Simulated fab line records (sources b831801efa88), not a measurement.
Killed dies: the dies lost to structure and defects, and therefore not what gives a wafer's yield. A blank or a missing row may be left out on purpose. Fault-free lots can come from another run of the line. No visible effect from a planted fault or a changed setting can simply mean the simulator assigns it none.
Chamber matching + flow sky130 + 4 sister chambers for SKY_VIA2_CMP_24 on cmp-02
The step polishes, stops on SiO2, t overpolish 20 s, target thk 0 nm. 8 wafers are shown with their chamber, then 12 later ones without.

EACH WAFER AND ITS CHAMBER
| wafer  | chamber | motorCurrentA (A) | slurryFilterDpKPa (kPa) |
|--------|---------|-------------------|-------------------------|
| L086.1 | 0       | 10.6              | 13.39                   |
| L087.5 | 2       | 11.1              | 13.50                   |
| L088.1 | 1       | 13.5              | 13.46                   |
| L088.3 | 3       | 10.6              | 13.46                   |
| L088.4 | 2       | 9.9               | 13.82                   |
| L089.2 | 3       | 10.9              | 13.49                   |
| L089.3 | 0       | 11.1              | 13.23                   |
| L089.6 | 1       | 13.5              | 13.61                   |

WAFERS WITHOUT THEIR CHAMBER
| wafer  | motorCurrentA (A) | slurryFilterDpKPa (kPa) |
|--------|-------------------|-------------------------|
| L090.1 | 11.2              | 13.41                   |
| L090.2 | 13.6              | 13.45                   |
| L090.6 | 10.9              | 13.40                   |
| L093.3 | 13.4              | 13.56                   |
| L093.4 | 11.4              | 13.48                   |
| L093.6 | 13.7              | 13.67                   |
| L095.2 | 10.3              | 13.23                   |
| L095.3 | 14.0              | 13.53                   |
| L095.5 | 13.3              | 13.32                   |
| L096.1 | 11.2              | 13.56                   |
| L096.3 | 14.0              | 13.44                   |
| L096.4 | 10.1              | 13.52                   |

CHAMBER TAKEN BY EACH
| wafer  | from the rows above          | in truth |
|--------|------------------------------|----------|
| L090.1 | can't be placed: 0 or 3 or 2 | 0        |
| L090.2 | 1                            | 1        |
| L090.6 | can't be placed: 3 or 0 or 2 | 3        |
| L093.3 | 1                            | 1        |
| L093.4 | can't be placed: 3 or 0 or 2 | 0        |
| L093.6 | 1                            | 1        |
| L095.2 | can't be placed: 0 or 3 or 2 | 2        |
| L095.3 | 1                            | 1        |
| L095.5 | 1                            | 1        |
| L096.1 | can't be placed: 3 or 2 or 0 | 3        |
| L096.3 | 1                            | 1        |
| L096.4 | can't be placed: 2 or 3 or 0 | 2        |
Correctly placed: 6 of 12. These rows do not allow placing 6 (true chamber among the candidates in 6). 0 placed wrongly.
How it was worked out, from the rows above alone: a wafer's distance from a chamber is the root of the sum, over the readings, of the square of ((its reading less the chamber's mean) divided by the reading's scatter). If the next closest chamber is less than 2 further off than the closest, the wafer can't be placed; otherwise it belongs to the closest. A chamber's mean is the mean of its shown wafers. The scatter: the root of (the sum of the squares of (reading less its chamber's mean) over the shown wafers, divided by (wafers less chambers)).
